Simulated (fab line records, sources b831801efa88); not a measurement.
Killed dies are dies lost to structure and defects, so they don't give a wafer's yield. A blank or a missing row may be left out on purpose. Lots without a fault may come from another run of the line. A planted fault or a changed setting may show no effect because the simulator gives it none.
fab line records | flow sky130 | part 1 of 2: steps 1 to 42 of 43
record lots=7 wafers=21 last_day=49
route steps=708 shown FIELD_ISO@15 NWELL@32 DNWELL@35 PWDE@45 PAD_OPEN@708
lots that met no fault: from a run of the same line without faults
start_h: hours from the record's first day to the start of the lot's first wafer shown | wait_h: hours since the lot's step before | " the same as in the row above | L1.1+2: a row that stands for several wafers | - no value, or no start given | * or withheld: withheld | < > ~ a bound
route shown NAME@n: a module of which the file shows steps, and the number in the route of the first | usual: mean/standard deviation of fault-free wafers | same: alike in all rows | chamber/n: place in a boat | sites: the reading at each site | _std_site: their standard deviation | _edge_site: outer sites' mean less inner sites' | radius_mm: how far each site lies from the wafer's centre | mask NAME#n: copy n | behind: the tool/chamber that last shaped the wafer | hold: why the lot was held/for how many hours/how that ended | device: the transistor (n, p or np) that didn't switch | end of line: the same wafers' tests at the end of the route | a step without rows: its recipe alone | killed: dies lost to structure and defects at the first sort, not the wafer's yield | map: a wafer's dies, x killed, . not, _ none there
set.NAME: the setting as run; set.NAME@STEP: as run at that earlier step | model.NAME: the simulator's own value behind a step, which no gauge read
lots at some steps of the route; a table a step, a row a wafer
services: from which hour (start_h, from the record's first day; less than 0 if before it) a tool's chamber was out of use, for how many hours, and why
## steps
# step SKY_FIELD_ISO_ETCH_14
# recipe chemistry=N2/H2 target=BARC ion_energy_ev=200 source_w=500 bias_w=100 pressure_mtorr=30 n2_flow_sccm=100 h2_flow_sccm=200 stop_on=SiO2 time_s=45.9 target_depth_a=600
# usual drypump_motor_current_A=5.6/0.48 h2_flow_sccm=199.9/0.65 oes_product_au=0.856/0.0046 throttle_valve_pct=13.225/0.0089
# columns lot.wafer tool chamber start_h wait_h drypump_motor_current_A h2_flow_sccm oes_product_au rf_hours_counter_h throttle_valve_pct
L752.2 rie_diel-03 1 32.58 0.1 6.0 200.1 0.852 64 13.228
L752.4 " 0 " " 5.4 199.3 0.854 3 13.214
L752.6 " 0 " " 5.4 198.8 0.851 - 13.227
L756.4 rie_diel-04 0 50.23 0.0 5.9 200.1 0.854 82 13.224
L756.5 " 1 " " 5.7 200.1 0.860 - 13.235
L756.6 " 2 " " 5.7 199.9 0.859 - 13.236
L758.1 rie_diel-02 0 60.83 0.1 4.9 200.0 0.850 119 13.225
L758.4 " 2 " " 5.9 201.1 0.851 1 13.220
L758.6 " 3 " " 4.8 199.9 0.858 - 13.230
L759.3 rie_diel-02 1 63.63 0.1 6.5 199.4 0.852 165 13.226
L759.5 " 0 " " 5.0 200.5 0.861 - 13.232
L759.6 " 3 " " 4.8 199.6 0.859 - 13.236
L765.1 rie_diel-02 3 99.19 0.1 4.9 199.3 0.860 3 13.218
L765.4 " 1 " " 6.4 200.7 0.856 - 13.219
L765.6 " 3 " " 4.8 200.8 0.853 - 13.246
L768.1 rie_diel-03 2 114.88 0.1 5.7 200.3 0.860 54 13.225
L768.4 " 1 " " 6.0 200.8 0.857 66 13.210
L768.6 " 0 " " 5.3 200.0 0.853 - 13.230
L769.3 rie_diel-03 1 118.03 0.1 6.0 200.3 0.856 66 13.212
L769.5 " 2 " " 5.7 200.0 0.856 - 13.224
L769.6 " 1 " " 6.0 200.2 0.852 - 13.231
# step SKY_FIELD_ISO_ETCH_15
# recipe chemistry=CHF3/O2 target_depth_nm=180 stop_on=Si source_w=600 bias_w=200 pressure_mtorr=40 chf3_flow_sccm=50 O2_flow_sccm=5 time_s=72
# step SKY_FIELD_ISO_STRIP_16
# recipe chemistry=O2/N2 power_w=1400 pressure_mtorr=1500 platen_temp_c=withheld o2_flow_sccm=3000 n2_flow_sccm=300 overash_fraction=0.5
# usual drypump_motor_current_A=5.81/0.22 oes_product_au=0.377/0.0048 strip_time_to_endpoint_s=3.55/0.035
# same overash_fraction=0.5
# columns lot.wafer tool chamber start_h wait_h drypump_motor_current_A oes_product_au rf_hours_counter_h strip_time_to_endpoint_s
L752.2 plasma_asher-01 1 32.68 0.0 5.75 0.381 34 3.60
L752.4 " 0 " " 5.65 0.376 - 3.57
L752.6 " 0 " " 5.63 0.377 - 3.57
L756.4 plasma_asher-01 1 50.37 0.1 5.74 0.388 - 3.59
L756.5 " 0 " " 5.59 0.372 - 3.53
L756.6 " 1 " " 5.72 0.375 - 3.53
L758.1 plasma_asher-04 0 60.93 0.0 5.96 0.372 37 3.51
L758.4 " 0 " " 5.94 0.382 - 3.62
L758.6 " 0 " " 5.92 0.376 - 3.55
L759.3 plasma_asher-01 1 63.77 0.1 5.68 0.376 - 3.56
L759.5 " 1 " " 5.73 0.370 - 3.52
L759.6 " 0 " " 5.63 0.379 - 3.49
L765.1 plasma_asher-04 1 99.34 0.1 5.93 0.385 38 3.51
L765.4 " 0 " " 5.93 0.383 - 3.56
L765.6 " 1 " " 5.93 0.368 - 3.50
L768.1 plasma_asher-01 0 114.98 0.0 5.65 0.381 43 3.51
L768.4 " 1 " " 5.72 0.376 - 3.56
L768.6 " 1 " " 5.73 0.366 - 3.57
L769.3 plasma_asher-03 0 118.17 0.1 5.59 0.376 - 3.59
L769.5 " 1 " " 6.26 0.375 - 3.54
L769.6 " 0 " " 5.59 0.383 - 3.56
# step SKY_FIELD_ISO_ETCH_17
# recipe target_depth_a=3420 mask_material=Si3N4 chemistry=HBr/Cl2/O2 target=Si taper_deg=5 icp_w=600 bias_w=150 pressure_mtorr=15 HBr_flow_sccm=150 Cl2_flow_sccm=40 O2_flow_sccm=6 time_s=97.7
# usual O2_flow_sccm=5.998/0.017 drypump_motor_current_A=5.8/0.54 oes_product_au=0.994/0.0099 throttle_valve_pct=25.660/0.011
# columns lot.wafer tool chamber start_h wait_h O2_flow_sccm drypump_motor_current_A oes_product_au rf_hours_counter_h throttle_valve_pct
L752.2 rie_si-02 0 32.78 0.1 5.997 5.5 0.992 66 25.673
L752.4 " 1 " " 6.010 6.5 0.982 62 25.662
L752.6 " 2 " " 5.994 4.8 0.994 - 25.664
L756.4 rie_si-02 0 50.43 0.0 5.989 5.5 0.995 66 25.656
L756.5 " 3 " " 6.004 6.0 0.991 - 25.665
L756.6 " 2 " " 6.004 4.8 1.000 - 25.651
L758.1 rie_si-01 3 61.03 0.1 5.994 6.5 1.006 51 25.640
L758.4 " 1 " " 6.005 5.8 1.005 39 25.647
L758.6 " 0 " " 5.969 5.5 0.989 - 25.643
L759.3 rie_si-02 3 63.83 0.0 5.954 6.0 0.993 70 25.654
L759.5 " 3 " " 6.013 6.0 0.992 - 25.673
L759.6 " 0 " " 6.006 5.5 0.982 - 25.659
L765.1 rie_si-02 1 99.44 0.1 6.003 6.4 0.994 63 25.654
L765.4 " 3 " " 6.008 6.0 0.979 70 25.662
L765.6 " 1 " " 5.982 6.4 0.992 - 25.670
L768.1 rie_si-02 1 115.08 0.1 5.994 6.5 0.985 63 25.663
L768.4 " 0 " " 5.995 5.5 0.987 66 25.661
L768.6 " 1 " " 5.998 6.5 0.995 - 25.658
L769.3 rie_si-02 2 118.23 0.0 6.005 4.8 0.987 57 25.663
L769.5 " 2 " " 6.004 4.8 0.991 - 25.657
L769.6 " 1 " " 5.992 6.5 0.974 - 25.683
# step SKY_FIELD_ISO_WET_ETCH_18
# recipe chemistry=H3PO4 target_depth_nm=25 temp_c=160 target=Si3N4 time_s=286
# step SKY_FIELD_ISO_CLEAN_19
# recipe chemistry=SC1/SC2 mix=1:4:20 temp_c=70 time_s=150
# step SKY_FIELD_ISO_CLEAN_20
# recipe chemistry=dHF time_s=20 dilution=100:1
# step SKY_FIELD_ISO_WET_ETCH_21
# recipe chemistry=dHF dilution=100:1 target_depth_nm=20 dry=ipa_marangoni target=SiO2 temp_c=25 time_s=400
# step SKY_FIELD_ISO_OXIDATION_22
# recipe temp_c=950 ambient=O2 stabilise_s=600 purge_s=300 target_thk_a=100 ox_time_s=623
# step SKY_FIELD_ISO_THK_MEAS_23
# recipe reads=SiO2_of_FIELD_ISO_OXIDATION_22
# usual FIELD_ISO_OXIDATION_01_THK=9.97/0.15
# columns lot.wafer tool chamber start_h wait_h FIELD_ISO_OXIDATION_01_THK[nm]
L752.2 film_metro-04 - 35.22 0.0 10.06
L752.4 " - " " 10.01
L752.6 " - " " 9.99
L756.4 film_metro-04 - 52.84 0.0 9.82
L756.5 " - " " 10.13
L756.6 " - " " 10.01
L758.1 film_metro-03 - 63.28 0.0 9.98
L758.4 " - " " 10.15
L758.6 " - " " 10.03
L759.3 film_metro-04 - 65.38 0.0 10.07
L759.5 " - " " 9.94
L759.6 " - " " 9.98
L765.1 film_metro-02 - 101.99 0.0 9.71
L765.4 " - " " 9.96
L765.6 " - " " 9.88
L768.1 film_metro-02 - 116.61 0.0 10.00
L768.4 " - " " 9.95
L768.6 " - " " 9.91
L769.3 film_metro-02 - 119.78 0.0 10.02
L769.5 " - " " 9.93
L769.6 " - " " 9.97
# step SKY_FIELD_ISO_CVD_24
# recipe material=SiO2 target_thk_nm=595 temp_c=650 sigma_open_frac=0.3 time_s=99.2 sih4_flow_sccm=60 pressure_mtorr=6
# step SKY_FIELD_ISO_THK_MEAS_25
# recipe reads=SiO2_of_FIELD_ISO_CVD_24
# usual FIELD_ISO_CVD_24_THK=594/6.1
# columns lot.wafer tool chamber start_h wait_h FIELD_ISO_CVD_24_THK[nm]
L752.2 film_metro-03 - 35.35 0.0 580
L752.4 " - " " 595
L752.6 " - " " 592
L756.4 film_metro-02 - 52.97 0.0 604
L756.5 " - " " 585
L756.6 " - " " 591
L758.1 film_metro-02 - 63.41 0.0 593
L758.4 " - " " 594
L758.6 " - " " 591
L759.3 film_metro-02 - 65.51 0.1 589
L759.5 " - " " 597
L759.6 " - " " 586
L765.1 film_metro-03 - 102.12 0.0 587
L765.4 " - " " 588
L765.6 " - " " 593
L768.1 film_metro-03 - 116.75 0.0 595
L768.4 " - " " 604
L768.6 " - " " 587
L769.3 film_metro-04 - 119.91 0.1 597
L769.5 " - " " 593
L769.6 " - " " 588
# step SKY_FIELD_ISO_ANNEAL_26
# recipe temp_c=1000 time_s=1800 ambient=N2
# usual spike_tc_centre_C=999.8/1.3 zone_power_top_pct=37/3.8 zone_power_upper_pct=21.4/1
# columns lot.wafer tool chamber start_h wait_h spike_tc_centre_C zone_power_top_pct zone_power_upper_pct
L752.2 furnace-01 0 36.63 1.3 999.1 34 20.3
L752.4 " 0 " " 1001.4 33 20.4
L752.6 " 0 " " 1001.1 33 20.8
L756.4 furnace-01 0 54.30 1.3 999.0 33 20.1
L756.5 " 0 " " 1000.9 33 20.0
L756.6 " 0 " " 999.9 33 20.3
L758.1 furnace-02 0 63.47 0.1 999.5 41 21.9
L758.4 " 0 " " 1000.3 42 22.0
L758.6 " 0 " " 998.8 41 22.3
L759.3 furnace-01 0 65.55 0.0 1001.5 33 20.0
L759.5 " 0 " " 1000.6 33 20.2
L759.6 " 0 " " 1000.5 33 20.3
L765.1 furnace-02 0 102.94 0.8 999.5 41 22.2
L765.4 " 0 " " 1000.5 41 22.6
L765.6 " 0 " " 1000.5 40 22.6
L768.1 furnace-02 0 116.81 0.1 998.6 41 22.1
L768.4 " 0 " " 998.6 41 22.7
L768.6 " 0 " " 1001.1 42 22.4
L769.3 furnace-02 0 120.47 0.5 1000.3 40 22.4
L769.5 " 0 " " 997.4 41 22.2
L769.6 " 0 " " 997.5 41 22.5
# step SKY_FIELD_ISO_CMP_27
# recipe stop_on=Si3N4 t_overpolish_s=16 down_force_psi=4 platen_rpm=60 target_thk_nm=457.8 pad_velocity_m_s=0.94248
# usual motor_current_A=11.9/1 overpolish_run_s=16.000/0.0092 time_to_endpoint_s=109/3.7
# same t_overpolish_s=16
# columns lot.wafer tool chamber start_h wait_h motor_current_A overpolish_run_s time_to_endpoint_s
L752.2 cmp-01 1 38.18 0.1 12.6 15.985 114
L752.4 " 3 " " 10.4 16.001 110
L752.6 " 1 " " 12.2 16.001 111
L756.4 cmp-02 1 55.95 0.1 12.0 16.006 113
L756.5 " 2 " " 11.3 16.006 101
L756.6 " 3 " " 11.8 15.990 108
L758.4 cmp-02 3 65.17 0.2 12.0 15.999 106
L758.1 " 0 " " 13.1 15.990 107
L758.6 " 1 " " 11.0 16.018 117
L759.3 cmp-02 1 67.05 0.0 10.9 15.981 112
L759.5 " 1 " " 11.2 15.987 116
L759.6 " 2 " " 11.0 15.998 105
L765.4 cmp-01 1 104.54 0.1 11.4 15.993 106
L765.1 " 2 " " 12.5 16.020 105
L765.6 " 0 " " 10.5 15.996 106
L768.4 cmp-02 3 118.31 0.0 12.5 16.008 106
L768.1 " 2 " " 11.2 15.992 104
L768.6 " 0 " " 12.7 15.990 107
L769.3 cmp-01 2 122.31 0.3 12.9 16.007 109
L769.5 " 3 " " 10.4 16.007 110
L769.6 " 0 " " 10.2 15.998 107
# step SKY_FIELD_ISO_WET_ETCH_28
# recipe chemistry=dHF target_depth_nm=23.7 target=SiO2 dilution=10:1 temp_c=25 time_s=47
# step SKY_FIELD_ISO_WET_ETCH_29
# recipe chemistry=H3PO4 target_depth_nm=160 target=Si3N4 temp_c=160 time_s=1825
# step SKY_FIELD_ISO_WET_ETCH_30
# recipe chemistry=dHF target_depth_nm=25 target=SiO2 dilution=10:1 temp_c=25 time_s=50
# step SKY_NWELL_CLEAN_00
# recipe chemistry=SC1/SC2 mix=1:4:20 temp_c=70 time_s=150 dry=n2_spin
# step SKY_NWELL_OXIDATION_01
# recipe temp_c=900 ambient=O2 stabilise_s=600 purge_s=300 target_thk_a=100 ox_time_s=1418
# step SKY_NWELL_THK_MEAS_02
# recipe reads=SiO2_of_NWELL_OXIDATION_01
# usual NWELL_OXIDATION_THK=9.96/0.2
# columns lot.wafer tool chamber start_h wait_h NWELL_OXIDATION_THK[nm]
L752.2 film_metro-01 - 40.44 0.0 9.90
L752.4 " - " " 9.73
L752.6 " - " " 9.73
L756.4 film_metro-02 - 60.73 0.0 9.87
L756.5 " - " " 9.86
L756.6 " - " " 9.71
L758.1 film_metro-04 - 68.03 0.0 9.93
L758.4 " - " " 9.92
L758.6 " - " " 9.96
L759.3 film_metro-04 - 69.87 0.0 10.22
L759.5 " - " " 10.21
L759.6 " - " " 10.20
L765.1 film_metro-02 - 106.80 0.0 9.88
L765.4 " - " " 10.02
L765.6 " - " " 9.85
L768.1 film_metro-01 - 121.15 0.0 10.27
L768.4 " - " " 10.33
L768.6 " - " " 10.19
L769.3 film_metro-02 - 124.89 0.0 10.17
L769.5 " - " " 10.05
L769.6 " - " " 10.20
# step SKY_DNWELL_DEHYDRATE_00
# recipe temp_c=200 time_s=60
# step SKY_DNWELL_HMDS_01
# recipe prime_time_s=60 prime_temp_c=120
# step SKY_DNWELL_COAT_02
# recipe spin_rpm=2000 resist_thk_nm=3000
# step SKY_DNWELL_SOFTBAKE_03
# recipe temp_c=110 time_s=withheld
# step SKY_DNWELL_EXPOSE_04
# recipe mask_id=DNM na=0.57 target_cd_nm=3000 dose_mj=222
# step SKY_DNWELL_PEB_05
# recipe temp_c=115 time_s=withheld
# step SKY_DNWELL_DEVELOP_06
# recipe wall_angle_deg=90 developer=TMAH develop_time_s=60 dev_temp_c=23
# step SKY_DNWELL_IMPLANT_07
# recipe species=P energy_kev=withheld dose_cm2=withheld tilt_deg=withheld
# step SKY_DNWELL_STRIP_08
# recipe chemistry=O2/N2 power_w=1400 pressure_mtorr=1500 platen_temp_c=withheld o2_flow_sccm=3000 n2_flow_sccm=300 overash_fraction=0.5
# step SKY_DNWELL_TW_MEAS_09
# usual DNWELL_TW=1121/7.2
# columns lot.wafer tool chamber start_h wait_h DNWELL_TW
L752.2 film_metro-02 - 55.87 0.1 1112
L752.4 " - " " 1113
L752.6 " - " " 1106
L756.4 film_metro-02 - 77.94 0.1 1120
L756.5 " - " " 1115
L756.6 " - " " 1122
L758.1 film_metro-04 - 84.65 0.1 1128
L758.4 " - " " 1127
L758.6 " - " " 1127
L759.3 film_metro-02 - 87.07 0.1 1107
L759.5 " - " " 1110
L759.6 " - " " 1115
L765.1 film_metro-04 - 125.06 0.1 1131
L765.4 " - " " 1135
L765.6 " - " " 1133
L768.1 film_metro-01 - 140.24 0.1 1113
L768.4 " - " " 1124
L768.6 " - " " 1117
L769.3 film_metro-01 - 144.08 0.1 1128
L769.5 " - " " 1124
L769.6 " - " " 1129
# step SKY_PWDE_DEHYDRATE_00
# recipe temp_c=200 time_s=60
# step SKY_PWDE_HMDS_01
# recipe prime_time_s=60 prime_temp_c=120
# step SKY_PWDE_COAT_02
# recipe spin_rpm=2000 resist_thk_nm=3000
# step SKY_PWDE_SOFTBAKE_03
# recipe temp_c=110 time_s=withheld
# step SKY_PWDE_EXPOSE_04
# recipe mask_id=PWDEM na=0.6 source_shape=conventional sigma_outer=0.6 polarization=unpolarized target_cd_nm=840 dose_mj=214
# step SKY_PWDE_PEB_05
# recipe temp_c=115 time_s=withheld
# step SKY_PWDE_DEVELOP_06
# recipe wall_angle_deg=90 developer=TMAH develop_time_s=60 dev_temp_c=23
# step SKY_PWDE_OVL_MEAS_07
# usual PWDE_OVL=0.2/1.5
# columns lot.wafer tool chamber start_h wait_h PWDE_OVL[nm]
L752.2 overlay-01 - 71.32 - 1.2
L752.4 " - " " 1.9
L752.6 " - " " -0.8
L756.4 overlay-01 - 95.54 - 2.1
L756.5 " - " " 3.1
L756.6 " - " " 2.4
L758.1 overlay-02 - 101.67 - 2.1
L758.4 " - " " -0.8
L758.6 " - " " -0.5
L759.3 overlay-02 - 104.19 - -0.9
L759.5 " - " " -1.6
L759.6 " - " " -0.8
L765.1 overlay-02 - 143.69 - 2.2
L765.4 " - " " 2.2
L765.6 " - " " 1.0
L768.1 overlay-01 - 158.39 - 0.8
L768.4 " - " " 0.4
L768.6 " - " " 2.8
L769.3 overlay-02 - 163.31 - 0.6
L769.5 " - " " 0.8
L769.6 " - " " 0.5
# step SKY_PWDE_IMPLANT_08
# recipe species=B energy_kev=150 dose_cm2=3.6e+12 tilt_deg=withheld
# step SKY_PWDE_STRIP_09
# recipe chemistry=O2/N2 power_w=1400 pressure_mtorr=1500 platen_temp_c=withheld o2_flow_sccm=3000 n2_flow_sccm=300 overash_fraction=0.5
# usual drypump_motor_current_A=5.81/0.12 oes_product_au=0.722/0.0043 strip_time_to_endpoint_s=36.98/0.12
# same overash_fraction=0.5
# columns lot.wafer tool chamber start_h wait_h drypump_motor_current_A oes_product_au rf_hours_counter_h strip_time_to_endpoint_s
L752.2 plasma_asher-01 1 71.50 0.1 5.78 0.721 38 36.97
L752.4 " 1 " " 5.73 0.720 - 36.92
L752.6 " 0 " " 5.61 0.720 - 36.89
L756.4 plasma_asher-01 0 95.74 0.1 5.65 0.729 - 37.00
L756.5 " 0 " " 5.61 0.725 - 36.93
L756.6 " 1 " " 5.73 0.726 - 36.96
L758.1 plasma_asher-04 0 101.86 0.1 5.93 0.718 38 36.98
L758.4 " 1 " " 5.92 0.725 - 36.84
L758.6 " 1 " " 5.90 0.722 - 36.83
L759.3 plasma_asher-04 0 104.39 0.1 5.91 0.722 - 36.89
L759.5 " 0 " " 5.94 0.725 - 36.95
L759.6 " 1 " " 5.93 0.713 - 37.02
L765.1 plasma_asher-01 0 143.88 0.1 5.64 0.722 46 36.98
L765.4 " 0 " " 5.64 0.718 - 36.97
L765.6 " 0 " " 5.67 0.727 - 36.96
L768.1 plasma_asher-02 1 158.58 0.1 5.90 0.724 50 37.20
L768.4 " 0 " " 5.69 0.731 - 37.17
L768.6 " 0 " " 5.69 0.718 - 37.11
L769.3 plasma_asher-02 1 163.51 0.1 5.90 0.719 - 37.00
L769.5 " 0 " " 5.68 0.720 - 36.98
L769.6 " 1 " " 5.91 0.725 - 36.78
# step SKY_PWDE_TW_MEAS_10
# usual PWDE_TW=376.1/2.2
# columns lot.wafer tool chamber start_h wait_h PWDE_TW
L752.2 film_metro-04 - 71.61 0.1 377.4
L752.4 " - " " 376.6
L752.6 " - " " 376.4
L756.4 film_metro-02 - 95.84 0.1 374.6
L756.5 " - " " 376.3
L756.6 " - " " 376.5
L758.1 film_metro-04 - 101.96 0.1 373.9
L758.4 " - " " 377.6
L758.6 " - " " 375.9
L759.3 film_metro-04 - 104.48 0.1 375.2
L759.5 " - " " 374.5
L759.6 " - " " 378.5
L765.1 film_metro-02 - 143.98 0.1 374.8
L765.4 " - " " 370.4
L765.6 " - " " 371.5
L768.1 film_metro-01 - 158.68 0.1 374.3
L768.4 " - " " 377.6
L768.6 " - " " 376.5
L769.3 film_metro-02 - 163.60 0.1 373.5
L769.5 " - " " 372.9
L769.6 " - " " 374.0
# step SKY_NWELL_DEHYDRATE_03
# recipe temp_c=200 time_s=60
